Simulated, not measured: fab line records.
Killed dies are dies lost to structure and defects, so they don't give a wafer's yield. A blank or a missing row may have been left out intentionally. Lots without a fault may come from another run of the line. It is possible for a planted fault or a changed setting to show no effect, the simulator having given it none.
Which tool did it? || flow gf180mcu || 7 lots, 21 wafers sampled, at 2 steps of a route of 602

WHAT THE GAUGES SHOWED, per wafer
GF_V5_THK_MEAS_01.
{"lot": "L860", "measured": "day 26 16:18", "on": "film-metro-01", "V5_CVD_00_THK (nm)": "289.4 288.2 282.9"}
{"lot": "L862", "measured": "day 27 09:32", "on": "film-metro-01", "V5_CVD_00_THK (nm)": "284.1 282.9 283.6"}
{"lot": "L868", "measured": "day 28 23:58", "on": "film-metro-02", "V5_CVD_00_THK (nm)": "286.6 284.6 287.5"}
{"lot": "L870", "measured": "day 29 17:42", "on": "film-metro-01", "V5_CVD_00_THK (nm)": "290.2 288.7 295.0"}
{"lot": "L875", "measured": "day 31 02:31", "on": "film-metro-02", "V5_CVD_00_THK (nm)": "288.8 293.7 290.4"}
{"lot": "L880", "measured": "day 32 05:42", "on": "film-metro-03", "V5_CVD_00_THK (nm)": "285.1 287.2 287.5"}
{"lot": "L882", "measured": "day 32 20:36", "on": "film-metro-02", "V5_CVD_00_THK (nm)": "289.7 293.3 290.0"}

WHAT TOOL EACH LOT RAN ON (gives the tool, then ch and the chambers of the sampled wafers, and finally the start)
{"lot": "L860", "GF_V4_CVD_23": "cvd-w-02 ch 0,1, day 24 20:07"}
{"lot": "L862", "GF_V4_CVD_23": "cvd-w-02 ch 0,1, day 25 12:47"}
{"lot": "L868", "GF_V4_CVD_23": "cvd-w-01 ch 0,1, day 27 07:30"}
{"lot": "L870", "GF_V4_CVD_23": "cvd-w-02 ch 0,1, day 28 01:20"}
{"lot": "L875", "GF_V4_CVD_23": "cvd-w-02 ch 0,1, day 29 09:59"}
{"lot": "L880", "GF_V4_CVD_23": "cvd-w-02 ch 0,1, day 30 16:45"}
{"lot": "L882", "GF_V4_CVD_23": "cvd-w-02 ch 0,1, day 31 09:32"}
- GF_V4_CVD_23: deposits W, target thk 350 nm, time 104.9 s.

THE ANSWER, worked out from the rows above alone
Rule: the lots themselves supply what counts as usual. Put in order of their means at a reading, lots are off if they are a third of the lots or fewer, leave a main group of 4 or more, and stand apart from it by a gap of 3 or more times the standard deviation of the main group's means; of several such gaps the widest counts. If all means in a main group match to the digits the tables above print for the reading, that group is not used. Also off: a lot with no number at a reading for which 4 or more lots have one. Where the step has rows for the other lots, those lots are counted as sound.
None of the lots is off at any reading shown; this tells nothing.

WHAT WAS PUT IN BY THE SIMULATOR
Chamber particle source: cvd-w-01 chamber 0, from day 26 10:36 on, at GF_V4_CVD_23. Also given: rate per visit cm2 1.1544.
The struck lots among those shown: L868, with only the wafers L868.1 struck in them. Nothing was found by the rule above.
